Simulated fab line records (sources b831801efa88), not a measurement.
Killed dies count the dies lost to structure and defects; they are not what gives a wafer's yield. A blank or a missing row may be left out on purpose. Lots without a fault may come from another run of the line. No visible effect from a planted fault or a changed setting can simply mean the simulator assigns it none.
Matching of chambers + flow sky130 + SKY_SONOS_ONO_ETCH_15 on rieDiel-01: 4 sister chambers
The step etches the open film in CHF3/O2, target depth 19.52 nm, time 7.8 s. 18 wafers are shown with their chamber, then 9 later ones without.

== EACH WAFER AND ITS CHAMBER ==
| wafer  | chamber | drypumpMotorCurrentA (A) | oesProductAu (a.u.) | throttleValvePct (%) |
|--------|---------|--------------------------|---------------------|----------------------|
| L074.2 | 3       | 6.0                      | 0.996               | 8.804                |
| L074.3 | 1       | 5.9                      | 0.988               | 8.816                |
| L074.5 | 2       | 6.1                      | 1.000               | 8.819                |
| L076.1 | 0       | 5.5                      | 0.990               | 8.827                |
| L076.5 | 0       | 5.5                      | 0.995               | 8.811                |
| L076.6 | 1       | 5.9                      | 0.999               | 8.836                |
| L079.2 | 1       | 5.9                      | 1.006               | 8.838                |
| L079.4 | 2       | 6.1                      | 1.005               | 8.816                |
| L079.5 | 0       | 5.5                      | 0.999               | 8.828                |
| L081.2 | 2       | 6.0                      | 0.996               | 8.820                |
| L081.4 | 1       | 5.9                      | 0.987               | 8.818                |
| L081.6 | 0       | 5.5                      | 0.997               | 8.823                |
| L085.3 | 0       | 5.5                      | 0.996               | 8.810                |
| L085.5 | 1       | 5.9                      | 0.990               | 8.815                |
| L085.6 | 2       | 6.0                      | 1.015               | 8.819                |
| L083.2 | 3       | 6.0                      | 0.989               | 8.838                |
| L083.3 | 1       | 5.9                      | 0.999               | 8.817                |
| L083.5 | 3       | 6.0                      | 0.991               | 8.806                |

SIGNATURES (means of the wafers above)
| reading              | chamber 0 | chamber 1 | chamber 2 | chamber 3 | scatter within a chamber |
|----------------------|-----------|-----------|-----------|-----------|--------------------------|
| drypumpMotorCurrentA | 5.500     | 5.900     | 6.050     | 6.000     | 0.0267                   |
| oesProductAu         | 0.99540   | 0.99483   | 1.00400   | 0.99200   | 0.00635                  |
| throttleValvePct     | 8.81980   | 8.82333   | 8.81850   | 8.81600   | 0.0107                   |
Rule: for a wafer and a chamber, the distance is found by dividing, reading by reading, the gap between the wafer's reading and the chamber's mean by the reading's scatter, squaring, summing and taking the root. If the next closest chamber is less than 2 further off than the closest, the wafer can't be placed; otherwise it belongs to the closest. The scatter is the square root of a quotient: the sum, over the shown wafers, of each reading's squared deviation from its chamber's mean, divided by wafers minus chambers.

== WAFERS WITHOUT THEIR CHAMBER ==
| wafer  | drypumpMotorCurrentA (A) | oesProductAu (a.u.) | throttleValvePct (%) |
|--------|--------------------------|---------------------|----------------------|
| L090.2 | 5.9                      | 0.977               | 8.824                |
| L090.3 | 5.9                      | 0.989               | 8.811                |
| L090.5 | 6.0                      | 0.987               | 8.803                |
| L091.2 | 5.5                      | 1.015               | 8.817                |
| L091.5 | 6.0                      | 0.999               | 8.831                |
| L091.6 | 5.5                      | 0.996               | 8.828                |
| L094.3 | 5.9                      | 0.991               | 8.798                |
| L094.4 | 6.1                      | 1.010               | 8.825                |
| L094.5 | 5.5                      | 1.005               | 8.812                |

== WHICH CHAMBER EACH WENT THROUGH ==
| wafer  | from the rows above     | in truth |
|--------|-------------------------|----------|
| L090.2 | can't be placed: 1 or 3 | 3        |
| L090.3 | 1                       | 1        |
| L090.5 | 3                       | 3        |
| L091.2 | 0                       | 0        |
| L091.5 | can't be placed: 3 or 2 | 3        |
| L091.6 | 0                       | 0        |
| L094.3 | can't be placed: 1 or 3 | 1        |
| L094.4 | 2                       | 2        |
| L094.5 | 0                       | 0        |
6 of 9 placed correctly. From these rows, 3 cannot be placed; in 3 the true chamber is one of the candidates. Wrongly placed: 0.
